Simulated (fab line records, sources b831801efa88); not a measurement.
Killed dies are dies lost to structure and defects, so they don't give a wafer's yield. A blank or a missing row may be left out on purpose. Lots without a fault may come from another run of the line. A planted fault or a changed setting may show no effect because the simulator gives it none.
A struck lot beside a sound one | flow sky130 | 22 steps out of a route of 708
Sound: wafers L374.2, L374.3, L374.6. Struck: wafer L378.2. (L378.1, L378.4 of the same lot were not struck and are left out.) The cause comes at the end.
At each step with rows: each side's tool, then ch and its chambers, then its first start. Under that, the readings that differ: sound wafers | struck wafers | difference of the means | sigmas: that difference in standard deviations of wafers without a fault.
alike: readings whose means differ by less than 2 such deviations, and words and numbers that are the same on both sides. not compared: withheld readings, readings that some wafer has no value for, bounds like >300 that may hide the same value, and numbers for which the record gives no deviation and whose values overlap.
The two part at a step that has a row with sigmas, a row that says differs or no value, or rows on one side only. Numbers that don't overlap but have no deviation are shown without sigmas and don't part them. A reading that every wafer of one side lacks parts them only if that side has two wafers or more.

SKY_SD_N_RTA_14: time 2 s.
  sound on rtp_anneal-02 ch 0, day 30 11:02; struck on rtp_anneal-02 ch 0, day 31 22:19
  reading            | sound             | struck | difference | sigmas
  lamp_power_pct (%) | 15.69 15.71 15.73 | 15.84  | +0.13      | +3
  alike: wafer_temp_C_max
SKY_SD_N_RS_MEAS_16: measures by four-point-probe.
  sound on film_metro-02, day 30 11:13; struck on film_metro-02, day 31 22:29
  alike: SD_N_RS
SKY_SD_N_RS_MEAS_17: measures by four-point-probe.
  sound on film_metro-02, day 30 11:20; struck on film_metro-02, day 31 22:37
  alike: SD_P_RS
SKY_SD_N_RS_MEAS_18: measures by four-point-probe.
  sound on film_metro-02, day 30 11:27; struck on film_metro-02, day 31 22:44
  alike: RES_XHIGH_RS
then, 2 steps without rows for these wafers: SKY_SALICIDE_CLEAN_00 (cleans in HF-last, time 30 s); SKY_LI_CONTACT_HDPCVD_00 (deposits PSG, target thk 930 nm, time 155 s).
SKY_LI_CONTACT_THK_MEAS_01:
  sound on film_metro-01, day 30 11:41; struck on film_metro-01, day 31 22:58
  alike: LI_CONTACT_HDPCVD_THK
SKY_LI_CONTACT_CMP_02: polishes PSG.
  sound on cmp-02 ch 0,1,3, day 30 11:47; struck on cmp-01 ch 2, day 31 23:02
  alike: motor_current_A, time_to_endpoint_s
SKY_LI_CONTACT_BOW_MEAS_03:
  sound on film_metro-01, day 30 12:03; struck on film_metro-02, day 31 23:20
  alike: LI_CONTACT_BOW
then, 2 steps without rows for these wafers: SKY_LI_CONTACT_DEHYDRATE_04 (time 60 s); SKY_LI_CONTACT_HMDS_05 (prime time 60 s).
SKY_LI_CONTACT_COAT_06: resist thk 60 nm.
  sound on litho_track-01 ch 0, day 31 01:41; struck on litho_track-03 ch 0, day 32 13:08
  alike: exhaust_pa
  not compared: chill_plate_temp_C
then, 5 steps without rows for these wafers: SKY_LI_CONTACT_COAT_07 (resist thk 450 nm); SKY_LI_CONTACT_SOFTBAKE_08 (time 90 s); SKY_LI_CONTACT_EXPOSE_09 (exposes mask LICM1, target cd 170 nm); SKY_LI_CONTACT_PEB_10; SKY_LI_CONTACT_DEVELOP_11 (develop time 60 s).
SKY_LI_CONTACT_CD_MEAS_12: target cd 170 nm.
  sound on cd_sem-01, day 31 14:55; struck on cd_sem-02, day 33 02:36
  alike: cd_nm
SKY_LI_CONTACT_OVL_MEAS_13:
  sound on overlay-01, day 31 15:01; struck on overlay-01, day 33 02:43
  alike: LI_CONTACT_OVL
SKY_LI_CONTACT_ETCH_14: etches BARC in N2/H2, stops on SiO2, time 45.9 s, target depth 60 nm.
  sound on rie_diel-02 ch 2,3, day 31 15:03; struck on rie_diel-03 ch 3, day 33 02:46
  reading                  | sound             | struck | difference | sigmas
  h2_flow_sccm (sccm)      | 198.9 199.6 199.4 | 200.8  | +1.5       | +2
  oes_product_au (a.u.)    | 0.854 0.864 0.858 | 0.876  | +0.017     | +4
  model.etch.depth_nm (nm) | 59.93 60.06 60.04 | 62.7   | +2.7       |
  alike: drypump_motor_current_A, throttle_valve_pct
  not compared: rf_hours_counter_h
SKY_LI_CONTACT_ETCH_15: etches PSG in C4F8/O2/Ar, stops on Si, target depth 600 nm.
  sound on rie_diel-02 ch 2,3, day 31 15:05; struck on rie_diel-03 ch 3, day 33 02:48
  alike: oes_product_au
SKY_PAD_OPEN_PROBE_99:
  the record has rows for the sound wafers here (prober-01, day 47 14:25) and none for the struck ones

WHERE THEY PART
First at SKY_SD_N_RTA_14; last, within this record, at SKY_PAD_OPEN_PROBE_99.

WHY: what the simulator had put in
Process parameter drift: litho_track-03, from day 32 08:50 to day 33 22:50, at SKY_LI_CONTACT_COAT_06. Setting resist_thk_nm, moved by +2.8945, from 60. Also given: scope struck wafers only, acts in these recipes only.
